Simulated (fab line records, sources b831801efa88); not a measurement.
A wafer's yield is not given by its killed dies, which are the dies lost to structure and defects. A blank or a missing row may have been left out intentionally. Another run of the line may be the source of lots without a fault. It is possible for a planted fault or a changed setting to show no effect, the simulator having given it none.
fab line records -- flow gf180mcu
[record] lots = 6, wafers = 17, lastDay = 34
route steps=602 shown M4@466 V4@476
lots untouched by any fault: they come from a run of this same line in which no faults occurred
startH: hours from the record's first day to the start of the lot's first wafer shown -- waitH: hours elapsed since this lot's preceding step -- " unchanged from the row above -- L1.1+2: a single row standing in for several wafers -- - value missing, or start not given -- * or withheld: withheld -- < > ~ a bound
route shown NAME@n: names a module that has steps shown in the file, with the first one's number in the route -- usual: the fault-free wafers' mean and standard deviation -- same: alike in all rows -- chamber/n: place in a boat -- sites: readings site by site -- _std_site: how widely they spread, as a standard deviation -- _edge_site: mean of outer sites minus mean of inner sites -- radiusMm: how far each site lies from the wafer's centre -- mask NAME#n: copy n -- behind: the last tool/chamber to shape the wafer -- hold: reason for holding the lot/hours on hold/outcome of the hold -- device: names the non-switching transistor (n, p or np) -- end of line: tests of these same wafers at the route's end -- a step given without rows: its recipe and nothing more -- killed: count of dies lost to structure and defects at first sort (not the wafer's yield) -- map: a wafer's dies, x killed, . not, _ none there
set.NAME: the setting that was run; set.NAME@STEP: the one run at that earlier step -- model.NAME: the simulator's own value behind a step, which no gauge read
lots at some steps of the route; a table a step, a row a wafer
services: the hour from which a tool's chamber was out of use, counted from the record's first day as startH (under 0 if before that day), plus the number of hours and why
[[steps]]
[step GF_M4_SOFTBAKE_10]
[recipe] tempC = 130, timeS = 60, resist = KrF
[step GF_M4_EXPOSE_11]
[recipe] maskId = Metal4, targetCdNm = 280, na = 0.68, sourceShape = conventional, sigmaOuter = 0.6, doseMj = 28
[step GF_M4_PEB_12]
[recipe] pebTempC = 135, pebTimeS = 90, resist = KrF
[step GF_M4_DEVELOP_13]
[recipe] developTimeS = 60, devTempC = 21
[step GF_M4_CD_MEAS_14]
[recipe] targetCdNm = 280
[usual] cdNm = 280.3/1
lot.wafer,tool,chamber,startH,waitH,cdNm
L144.3,cdSem-02,-,551.68,0.1,279.7
L144.4,cdSem-02,-,551.68,0.1,280.7
L144.6,cdSem-02,-,551.68,0.1,279.2
L142.2,cdSem-02,-,553.55,0.1,281.6
L142.4,cdSem-02,-,553.55,0.1,281.4
L142.5,cdSem-02,-,553.55,0.1,282.0
L154.4,cdSem-01,-,624.69,0.1,280.7
L154.6,cdSem-01,-,624.69,0.1,280.0
L156.1,cdSem-01,-,649.25,0.1,281.1
L156.5,cdSem-01,-,649.25,0.1,282.3
L156.6,cdSem-01,-,649.25,0.1,281.2
L159.3,cdSem-01,-,670.37,0.1,279.4
L159.5,cdSem-01,-,670.37,0.1,278.9
L159.6,cdSem-01,-,670.37,0.1,280.2
L164.1,cdSem-02,-,703.58,0.1,280.5
L164.2,cdSem-02,-,703.58,0.1,280.1
L164.5,cdSem-02,-,703.58,0.1,281.4
[step GF_M4_OVL_MEAS_15]
[usual] M4_OVL = -3/4.9
lot.wafer,tool,chamber,startH,waitH,M4_OVL[nm]
L144.3,overlay-02,-,551.77,0.1,-16
L144.4,overlay-02,-,551.77,0.1,-9
L144.6,overlay-02,-,551.77,0.1,-12
L142.2,overlay-02,-,553.65,0.1,3
L142.4,overlay-02,-,553.65,0.1,-2
L142.5,overlay-02,-,553.65,0.1,-8
L154.4,overlay-02,-,624.77,0.1,-9
L154.6,overlay-02,-,624.77,0.1,-6
L156.1,overlay-01,-,649.37,0.1,-3
L156.5,overlay-01,-,649.37,0.1,-4
L156.6,overlay-01,-,649.37,0.1,-2
L159.3,overlay-02,-,670.47,0.1,3
L159.5,overlay-02,-,670.47,0.1,2
L159.6,overlay-02,-,670.47,0.1,-3
L164.1,overlay-02,-,703.70,0.1,2
L164.2,overlay-02,-,703.70,0.1,3
L164.5,overlay-02,-,703.70,0.1,2
[step GF_M4_METAL_ETCH_16]
[recipe] chemistry = Cl2/BCl3, maskMaterial = KrF, targetDepthNm = 750.8, stopOn = SiO2, pressureMtorr = 8, icpW = 800, biasW = 140, Cl2_flow_sccm = 80, bcl3FlowSccm = 40, timeS = 125.1
[usual] drypumpMotorCurrentA = 6.2/0.38, oesProductAu = 0.991/0.0077, throttleValvePct = 28.229/0.011
[same] timeS = 125.1
lot.wafer,tool,chamber,startH,waitH,drypumpMotorCurrentA,oesProductAu,rfHoursCounterH,throttleValvePct
L144.3,rieMetal-02,1,551.83,0.1,6.7,0.989,-,28.209
L144.4,rieMetal-02,0,551.83,0.1,5.7,1.001,-,28.207
L144.6,rieMetal-02,0,551.83,0.1,5.7,1.003,-,28.223
L142.2,rieMetal-04,0,553.68,0.0,5.8,0.993,2,28.232
L142.4,rieMetal-04,0,553.68,0.0,5.9,0.993,-,28.216
L142.5,rieMetal-04,0,553.68,0.0,5.9,0.993,-,28.215
L154.4,rieMetal-02,1,624.83,0.1,6.6,0.996,-,28.219
L154.6,rieMetal-02,1,624.83,0.1,6.6,0.993,-,28.241
L156.1,rieMetal-04,0,649.40,0.0,5.9,0.992,6,28.237
L156.5,rieMetal-04,0,649.40,0.0,5.9,0.993,-,28.216
L156.6,rieMetal-04,1,649.40,0.0,6.5,0.986,-,28.240
L159.3,rieMetal-02,1,670.53,0.1,6.6,0.997,-,28.212
L159.5,rieMetal-02,0,670.53,0.1,5.7,0.990,-,28.208
L159.6,rieMetal-02,1,670.53,0.1,6.6,0.993,-,28.224
L164.1,rieMetal-01,1,703.74,0.0,6.6,0.997,5,28.245
L164.2,rieMetal-01,0,703.74,0.0,6.3,0.989,13,28.223
L164.5,rieMetal-01,1,703.74,0.0,6.6,0.993,-,28.230
[step GF_M4_STRIP_17]
[recipe] chemistry = O2/N2, powerW = 1400, pressureMtorr = 1500, platenTempC = 250, o2FlowSccm = 3000, n2FlowSccm = 300, overashFraction = 0.5
[usual] drypumpMotorCurrentA = 5.6/0.48, heaterPowerW = 320/20, n2FlowSccm = 299.8/0.89, oesProductAu = 0.537/0.0052, stripTimeToEndpointS = 7.38/0.071
lot.wafer,tool,chamber,startH,waitH,drypumpMotorCurrentA,heaterPowerW,n2FlowSccm,oesProductAu,rfHoursCounterH,stripTimeToEndpointS
L144.3,plasmaAsher-01,0,551.95,0.1,5.2,315,299.1,0.539,-,7.32
L144.4,plasmaAsher-01,1,551.95,0.1,4.9,287,300.3,0.534,-,7.26
L144.6,plasmaAsher-01,1,551.95,0.1,5.0,290,300.5,0.536,-,7.24
L142.2,plasmaAsher-01,0,553.81,0.1,5.2,308,301.9,0.539,79,7.42
L142.4,plasmaAsher-01,0,553.81,0.1,5.2,314,298.5,0.536,-,7.38
L142.5,plasmaAsher-01,1,553.81,0.1,5.0,289,300.0,0.534,-,7.36
L154.4,plasmaAsher-01,0,624.95,0.1,5.2,309,300.2,0.537,-,7.35
L154.6,plasmaAsher-01,1,624.95,0.1,4.9,295,299.5,0.531,-,7.35
L156.1,plasmaAsher-04,0,649.53,0.1,6.0,318,300.0,0.543,24,7.33
L156.5,plasmaAsher-04,0,649.53,0.1,6.0,318,300.0,0.530,-,7.37
L156.6,plasmaAsher-04,1,649.53,0.1,6.0,327,300.1,0.534,-,7.44
L159.3,plasmaAsher-04,1,670.65,0.1,5.9,326,301.9,0.538,-,7.34
L159.5,plasmaAsher-04,0,670.65,0.1,6.0,323,301.0,0.535,-,7.28
L159.6,plasmaAsher-04,1,670.65,0.1,5.9,322,300.3,0.534,-,7.37
L164.1,plasmaAsher-01,1,703.87,0.1,5.0,287,299.0,0.532,95,7.38
L164.2,plasmaAsher-01,0,703.87,0.1,5.2,323,299.7,0.536,95,7.39
L164.5,plasmaAsher-01,1,703.87,0.1,5.0,290,298.4,0.541,-,7.36
[step GF_M4_STRIP_18]
[recipe] chemistry = postEtchResidueRemover, timeS = 1200, tempC = 72.5
[step GF_M4_CLEAN_19]
[recipe] chemistry = DIW, dry = n2Spin
[step GF_V4_CVD_00]
[recipe] material = SiO2, targetThkNm = 600, sigmaOpenFrac = 0.3, tempC = 400, timeS = 100, sih4FlowSccm = 60, pressureMtorr = 6
[step GF_V4_THK_MEAS_01]
[recipe] reads = SiO2_of_V4_CVD_00
[usual] V4_CVD_00_THK = 601/8.4
lot.wafer,tool,chamber,startH,waitH,V4_CVD_00_THK[nm]
L144.3,filmMetro-03,-,552.59,0.1,620
L144.4,filmMetro-03,-,552.59,0.1,606
L144.6,filmMetro-03,-,552.59,0.1,619
L142.2,filmMetro-02,-,554.44,0.0,606
L142.4,filmMetro-02,-,554.44,0.0,606
L142.5,filmMetro-02,-,554.44,0.0,584
L154.4,filmMetro-02,-,625.56,0.0,591
L154.6,filmMetro-02,-,625.56,0.0,599
L156.1,filmMetro-02,-,650.18,0.0,608
L156.5,filmMetro-02,-,650.18,0.0,599
L156.6,filmMetro-02,-,650.18,0.0,597
L159.3,filmMetro-03,-,671.25,0.1,584
L159.5,filmMetro-03,-,671.25,0.1,599
L159.6,filmMetro-03,-,671.25,0.1,583
L164.1,filmMetro-02,-,704.47,0.0,604
L164.2,filmMetro-02,-,704.47,0.0,592
L164.5,filmMetro-02,-,704.47,0.0,607
[step GF_V4_CVD_02]
[recipe] material = SiO2, targetThkNm = 850, precursor = TEOS, tempC = 400, timeS = 94.851, rfW = 600
[usual] heaterPowerW = 672/97
lot.wafer,tool,chamber,startH,waitH,heaterPowerW,model.SiO2_of_V4_CVD_02.thkNm
L144.3,pecvd-02,0,552.63,0.0,676,836.8
L144.4,pecvd-02,0,552.63,0.0,733,857.2
L144.6,pecvd-02,1,552.63,0.0,667,856.4
L142.2,pecvd-01,0,554.49,0.0,491,838.1
L142.4,pecvd-01,2,554.49,0.0,766,834.5
L142.5,pecvd-01,1,554.49,0.0,718,830.4
L154.4,pecvd-02,1,625.63,0.1,766,868.4
L154.6,pecvd-02,2,625.63,0.1,801,797.6
L156.1,pecvd-02,0,650.24,0.1,667,840
L156.5,pecvd-02,1,650.24,0.1,766,806.6
L156.6,pecvd-02,2,650.24,0.1,763,796.4
L159.3,pecvd-01,1,671.29,0.0,734,839.8
L159.5,pecvd-01,1,671.29,0.0,592,854.8
L159.6,pecvd-01,0,671.29,0.0,522,867.6
L164.1,pecvd-01,0,704.53,0.1,449,859.8
L164.2,pecvd-01,2,704.53,0.1,756,845.2
L164.5,pecvd-01,0,704.53,0.1,479,873.1
[step GF_V4_THK_MEAS_03]
[recipe] reads = SiO2_of_V4_CVD_02
[usual] V4_CVD_02_THK = 847/13
lot.wafer,tool,chamber,startH,waitH,V4_CVD_02_THK[nm]
L144.3,filmMetro-03,-,552.72,0.1,837
L144.4,filmMetro-03,-,552.72,0.1,857
L144.6,filmMetro-03,-,552.72,0.1,857
L142.2,filmMetro-01,-,554.57,0.0,838
L142.4,filmMetro-01,-,554.57,0.0,834
L142.5,filmMetro-01,-,554.57,0.0,830
L154.4,filmMetro-02,-,625.69,0.0,868
L154.6,filmMetro-02,-,625.69,0.0,797
L156.1,filmMetro-03,-,650.37,0.1,839
L156.5,filmMetro-03,-,650.37,0.1,807
L156.6,filmMetro-03,-,650.37,0.1,797
L159.3,filmMetro-02,-,671.37,0.1,840
L159.5,filmMetro-02,-,671.37,0.1,855
L159.6,filmMetro-02,-,671.37,0.1,868
L164.1,filmMetro-03,-,704.60,0.0,860
L164.2,filmMetro-03,-,704.60,0.0,845
L164.5,filmMetro-03,-,704.60,0.0,873
[step GF_V4_CMP_04]
[recipe] material = SiO2, downForcePsi = 4, platenRpm = 60, padVelocityMS = 0.94248
[usual] motorCurrentA = 12.3/1.1, slurryFilterDpKPa = 13.50/0.13, slurryFlowMlMin = 150.0/0.48, timeToEndpointS = 78/6.5
lot.wafer,tool,chamber,startH,waitH,motorCurrentA,slurryFilterDpKPa,slurryFlowMlMin,timeToEndpointS
L144.3,cmp-02,1,552.76,0.0,13.3,13.27,151.4,72
L144.4,cmp-02,2,552.76,0.0,11.4,13.38,149.3,83
L144.6,cmp-02,2,552.76,0.0,11.0,13.40,149.4,83
L142.2,cmp-02,2,554.62,0.0,11.5,13.45,151.0,75
L142.4,cmp-02,0,554.62,0.0,11.7,13.65,149.8,77
L142.5,cmp-02,3,554.62,0.0,14.0,13.55,149.8,66
L154.4,cmp-01,0,625.72,0.0,12.5,13.67,149.9,81
L154.6,cmp-01,1,625.72,0.0,13.0,13.73,150.2,56
L156.1,cmp-01,3,650.80,0.4,11.2,13.87,150.5,82
L156.6,cmp-01,1,650.80,0.4,12.8,13.32,149.5,56
L156.5,cmp-01,2,650.80,0.4,11.1,13.55,149.3,62
L159.3,cmp-01,2,671.51,0.1,11.1,13.65,150.1,76
L159.5,cmp-01,0,671.51,0.1,12.0,13.59,150.0,82
L159.6,cmp-01,1,671.51,0.1,13.2,13.49,149.5,84
L164.2,cmp-01,2,704.66,0.0,11.5,13.43,149.5,80
L164.1,cmp-01,1,704.66,0.0,12.5,13.39,150.2,81
L164.5,cmp-01,2,704.66,0.0,11.3,13.33,149.9,91
[step GF_V4_BOW_MEAS_05]
[recipe] mode = bow
[usual] V4_BOW = 132/11
lot.wafer,tool,chamber,startH,waitH,V4_BOW[um]
L144.3,filmMetro-02,-,553.10,0.3,124
L144.4,filmMetro-02,-,553.10,0.3,117
L144.6,filmMetro-02,-,553.10,0.3,125
L142.2,filmMetro-01,-,554.94,0.3,124
L142.4,filmMetro-01,-,554.94,0.3,139
L142.5,filmMetro-01,-,554.94,0.3,130
L154.4,filmMetro-03,-,626.08,0.3,118
L154.6,filmMetro-03,-,626.08,0.3,132
L156.1,filmMetro-01,-,651.00,0.1,136
L156.5,filmMetro-01,-,651.00,0.1,135
L156.6,filmMetro-01,-,651.00,0.1,135
L159.3,filmMetro-03,-,671.75,0.2,132
L159.5,filmMetro-03,-,671.75,0.2,114
L159.6,filmMetro-03,-,671.75,0.2,118
L164.1,filmMetro-02,-,704.96,0.1,135
L164.2,filmMetro-02,-,704.96,0.1,131
L164.5,filmMetro-02,-,704.96,0.1,131
[[services]]
tool,chamber,startH,hours,kind
cmp-02,-,558.71,1.0,repair
rieMetal-02,0,566.55,1.0,repair
cmp-01,-,569.02,8.9,repair
rieMetal-01,1,573.44,2.7,repair
cmp-01,-,577.90,4.0,pm
cmp-01,-,581.90,-,consumableReplace:conditioner
cmp-01,-,581.90,-,consumableReplace:pad
pecvd-02,-,591.12,14.0,pm
pecvd-02,0,591.12,14.0,ventCycle
pecvd-02,1,591.12,14.0,ventCycle
pecvd-02,2,591.12,14.0,ventCycle
pecvd-02,0,605.12,-,clean
pecvd-02,1,605.12,-,clean
plasmaAsher-01,-,609.81,0.4,repair
plasmaAsher-04,-,626.95,0.8,repair
cmp-02,-,640.18,41.1,repair
rieMetal-01,-,646.72,2.8,pm
cmp-02,-,649.37,23.9,repair
cmp-02,-,659.63,2.8,repair
rieMetal-02,-,667.50,2.7,repair
cmp-02,-,681.24,5.6,pm
rieMetal-04,1,681.58,9.1,repair
cmp-01,-,686.87,4.7,pm
cmp-01,-,696.12,1.6,repair
[[key]]
[firstSign] step = GF_V4_THK_MEAS_03, reading = V4_CVD_02_THK, direction = down, sigmas = 3.7, usual = 847, struck = 800
[effect] step = GF_V4_CMP_04, reading = timeToEndpointS, direction = down, sigmas = 3, usual = *, struck = *
[modelEffect] step = GF_V4_CVD_02, value = SiO2_of_V4_CVD_02.thkNm, without = 851.9, struck = 800.2
metAt GF_V4_CVD_02
struckWafers L154.6,L156.5,L156.6
onsetBetween 552.63 625.63
[fault] kind = processParameterDrift, tool = pecvd-02, chamber = -, onsetH = 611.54, steps = GF_V4_CVD_02, channel = targetThkNm, offset = -51.261, shape = step, endH = 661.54, scope = struckWafersOnly, actsIn = theseRecipesOnly, stated = 850
